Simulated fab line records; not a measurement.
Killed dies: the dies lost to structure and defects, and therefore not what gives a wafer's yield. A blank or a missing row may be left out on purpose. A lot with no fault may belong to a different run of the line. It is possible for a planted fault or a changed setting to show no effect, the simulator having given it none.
Code-filled problem report in 8D (eight disciplines) form :: flow sky130 :: the parts of the form that need people (team, actions taken, sign-off) are left out

1. THE ISSUE
Mean of oes_product_au at SKY_FIELD_ISO_ETCH_17: 1.244 a.u. across 2 wafers in 2 lots; on wafers with no fault it is 1.006 a.u. (standard deviation 0.0076). Measured from the usual mean, that is +31 standard deviations.
The step: etches Si in HBr/Cl2/O2, target depth 342 nm, time 97.7 s.
First observed at day 4 06:44: wafer L805.2, on rie_si-02. The record has a number at this step for 17 wafers belonging to 6 lots. The rule behind "out" and "out of limits": a value lying over 4 standard deviations away from the usual mean. Any other wafer with a number is counted as sound.

2. WHAT THIS IS AND IS NOT
question: which readings at this step
is: oes_product_au, throttle_valve_pct
is not: drypump_motor_current_A

question: which lots
is: L805, L808
is not: L798, L804, L818, L819

question: which wafers of those lots
is: L805.2, L808.4
is not: L805.1, L805.3, L808.3

question: read on which tools
is: rie_si-02
is not: rie_si-01

question: when
is: from day 4 06:44
is not: up to then (8 sound wafers); but 7 sound wafers of L808, L818, L819 came after

3. THE SUSPECTS, EACH WITH WHAT RULES IT OUT
Counting: a tool at a process step up to the reading stays a suspect if it ran every lot that is out. Sound lots after the first of them don't rule it out here, since some wafers of a struck lot are sound.
- rie_diel-03 at SKY_FIELD_ISO_ETCH_14 (etches BARC in N2/H2, stops on SiO2, time 45.9 s, target depth 60 nm): kept. Every lot that is out went through it, the first being L805 (day 4 06:32); the last sound lot it ran before that was L804 (day 4 00:42).
- rie_diel-03 at SKY_FIELD_ISO_ETCH_15 (etches the open film in CHF3/O2, stops on Si, target depth 180 nm, time 72 s): kept. Every lot that is out went through it, the first being L805 (day 4 06:35); the last sound lot it ran before that was L804 (day 4 00:44).
- rie_si-02 at SKY_FIELD_ISO_ETCH_17 (etches Si in HBr/Cl2/O2, target depth 342 nm, time 97.7 s): kept. Every lot that is out went through it, the first being L805 (day 4 06:44); the last sound lot it ran before that was L804 (day 4 00:54). On those wafers its own readings are out: oes_product_au, throttle_valve_pct.
After the count, these remain: rie_diel-03 at SKY_FIELD_ISO_ETCH_14, rie_diel-03 at SKY_FIELD_ISO_ETCH_15 and rie_si-02 at SKY_FIELD_ISO_ETCH_17.

4. THE CAUSE (what the simulator had put in)
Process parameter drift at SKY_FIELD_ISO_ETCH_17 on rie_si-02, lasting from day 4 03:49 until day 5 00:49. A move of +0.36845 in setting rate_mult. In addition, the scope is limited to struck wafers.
Counting left 3 suspects, and this tool is among them.

5. THE CHAIN OF EFFECTS, in route order
One row per reading whose mean, taken over the struck wafers that have a number, lies over 3 standard deviations from the usual. Scope: only readings with a usual standard deviation given in the record; hours: median across lots of the time from each lot's start at the first step in this table that gives one to its start at this step; sigmas: change in usual standard deviations.
hours: 0
step: SKY_FIELD_ISO_ETCH_17
reading: oes_product_au
usual: 1.006 a.u.
on struck wafers: 1.244
change: +0.238
sigmas: +31

hours: 0
step: SKY_FIELD_ISO_ETCH_17
reading: throttle_valve_pct
usual: 25.652 %
on struck wafers: 25.498
change: -0.154
sigmas: -14
It contains these process steps:
- SKY_FIELD_ISO_ETCH_17: etches Si in HBr/Cl2/O2, target depth 342 nm, time 97.7 s.
At these later measuring or inspecting steps, every struck wafer for which the step has a row has a number for every such reading, and none has moved that far: SKY_FIELD_ISO_THK_MEAS_23, SKY_FIELD_ISO_THK_MEAS_25.

6. WHAT WOULD HAVE CAUGHT IT SOONER
3 hours passed between the start of the fault at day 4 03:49 and the first reading out of limits in this record, taken at day 4 06:44.
